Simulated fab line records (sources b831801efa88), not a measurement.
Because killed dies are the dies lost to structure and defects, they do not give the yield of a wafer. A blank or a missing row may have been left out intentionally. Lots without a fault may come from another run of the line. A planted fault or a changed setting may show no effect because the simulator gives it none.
Which of the tools did it?	flow sky130	18 wafers sampled from 6 lots at 1 step of a route of 708

== WHAT EACH GAUGE READ, for each wafer ==
SKY_VIA4_OVL_MEAS_11.
lot	measured	on	VIA4_OVL (nm)
L602	day 43 17:12	overlay-02	1.0 0.8 1.4
L605	day 44 20:57	overlay-02	-1.0 0.0 0.0
L609	day 45 14:26	overlay-02	1.1 0.5 2.1
L614	day 46 20:03	overlay-01	0.6 -0.2 -0.1
L620	day 48 02:51	overlay-02	-0.5 -0.1 1.9
L622	day 48 17:08	overlay-01	2.6 2.8 2.3

== TOOL THAT RAN EACH LOT (tool first, then ch and the chambers of the sampled wafers, then the start) ==
The record shows no process step preceding these readings.

== THE ANSWER, worked out from the rows above alone ==
Rule: what is usual is taken from the lots themselves. Put in order of their means at a reading, lots are off if they are a third of the lots or fewer, leave a main group of 4 or more, and stand apart from it by a gap of 3 or more times the standard deviation of the main group's means; of several such gaps the widest counts. Not used: any main group whose means are identical at the precision the tables above print for the reading. A lot without any number at a reading at which 4 lots or more have one is off too. The other lots that the step has rows for count as sound.
No lot is off on any of the readings shown, so nothing can be concluded from this.

== WHAT HAD BEEN PUT IN BY THE SIMULATOR ==
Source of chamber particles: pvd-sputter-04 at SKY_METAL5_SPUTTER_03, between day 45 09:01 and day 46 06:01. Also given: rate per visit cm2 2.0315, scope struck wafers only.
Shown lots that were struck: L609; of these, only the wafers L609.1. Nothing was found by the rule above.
